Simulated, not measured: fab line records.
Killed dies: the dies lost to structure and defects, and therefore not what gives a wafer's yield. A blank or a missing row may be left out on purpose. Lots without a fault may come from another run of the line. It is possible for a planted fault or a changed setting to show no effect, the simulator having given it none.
Which tool is to blame?    flow sky130    39 wafers from 13 lots sampled at 2 of the route's 708 steps

WHAT EACH GAUGE READ, for each wafer
SKY_SONOS_TUNNEL_OVL_MEAS_08. Usual: for SONOS_TUNNEL_OVL the level is -1.1 nm and the standard deviation is 1.2.
lot   measured      on          SONOS_TUNNEL_OVL (nm)  flag
L882  day 11 05:59  overlay-02  -0.5 -1.8 -1.6         
L884  day 11 20:17  overlay-02  0.4 0.0 -0.8           
L886  day 12 11:28  overlay-02  -2.4 -1.4 -1.3         
L887  day 12 22:02  overlay-01  -1.2 -3.9 -2.4         
L889  day 13 18:02  overlay-01  -4.2 -2.2 -2.3         
L891  day 14 07:56  overlay-02  0.4 0.1 -2.0           
L894  day 15 09:26  overlay-02  -0.1 -1.2 -0.9         
L897  day 16 06:12  overlay-02  0.5 1.4 -0.3           
L899  day 16 18:59  overlay-02  0.8 1.1 -1.0           
L900  day 17 03:57  overlay-01  -2.5 -0.2 -0.2         
L901  day 17 11:29  overlay-01  -2.7 -2.8 -1.3         
L903  day 18 07:35  overlay-02  1.1 1.1 0.2            
L904  day 18 22:21  overlay-01  -1.4 -3.0 -1.2         

TOOL THAT RAN EACH LOT (tool first, then ch and the chambers of the sampled wafers, then the start)
lot   SKY_NWELL_RTA_28
L882  rtp anneal-01 ch 0, day 5 05:12
L884  rtp anneal-02 ch 0, day 5 14:50
L886  rtp anneal-02 ch 0, day 6 03:09
L887  rtp anneal-01 ch 0, day 6 11:19
L889  rtp anneal-01 ch 0, day 7 03:19
L891  rtp anneal-01 ch 0, day 7 13:30
L894  rtp anneal-02 ch 0, day 8 08:49
L897  rtp anneal-01 ch 0, day 9 03:46
L899  rtp anneal-02 ch 0, day 9 14:04
L900  rtp anneal-01 ch 0, day 9 21:07
L901  rtp anneal-02 ch 0, day 10 01:36
L903  rtp anneal-02 ch 0, day 10 17:53
L904  rtp anneal-02 ch 0, day 11 05:18
- SKY_NWELL_RTA_28: time 30 s.

WHAT THE TOOLS THEMSELVES READ (means of the sampled wafers that have a number; where no wafer has one, the mark that the record gives instead)
SKY_NWELL_RTA_28. Usual: anneal temp c max 1055.5, standard deviation 1.8; lamp power pct 25.30 %, standard deviation 0.056; wafer_temp_C_max 1054.9, standard deviation 0.95.
lot   tool           anneal temp c max  lamp power pct (%)  wafer_temp_C_max  flag
L882  rtp anneal-01  1053.4             25.27               1054.9            
L884  rtp anneal-02  1059.2             25.30               1054.3            
L886  rtp anneal-02  1055.7             25.26               1054.4            
L887  rtp anneal-01  1054.5             25.32               1055.0            
L889  rtp anneal-01  1054.1             25.25               1055.8            
L891  rtp anneal-01  1054.2             25.27               1055.0            
L894  rtp anneal-02  1057.0             25.32               1055.0            
L897  rtp anneal-01  1054.0             25.33               1054.4            
L899  rtp anneal-02  1057.6             25.28               1053.8            
L900  rtp anneal-01  1054.7             25.34               1055.1            
L901  rtp anneal-02  1056.7             25.33               1054.2            
L903  rtp anneal-02  1055.9             25.30               1055.3            
L904  rtp anneal-02  1058.1             25.32               1055.3            

THE ANSWER, worked out from the rows above alone
Rule: a lot is off if the mean of its wafers that have a number lies more than 3 standard deviations from the usual mean. Also off: a lot with no number at a reading for which 4 or more lots have one. Any other lot the step has rows for is counted as sound. First the gauges in route order, then the tools' own readings, where a lot's mean is used as printed above. At the first step where some lot is off, the reading lying furthest off is the one used; lots without a number count as furthest.
Across all readings shown, no lot is off: no conclusion can be drawn from this.

WHAT THE SIMULATOR PUT IN
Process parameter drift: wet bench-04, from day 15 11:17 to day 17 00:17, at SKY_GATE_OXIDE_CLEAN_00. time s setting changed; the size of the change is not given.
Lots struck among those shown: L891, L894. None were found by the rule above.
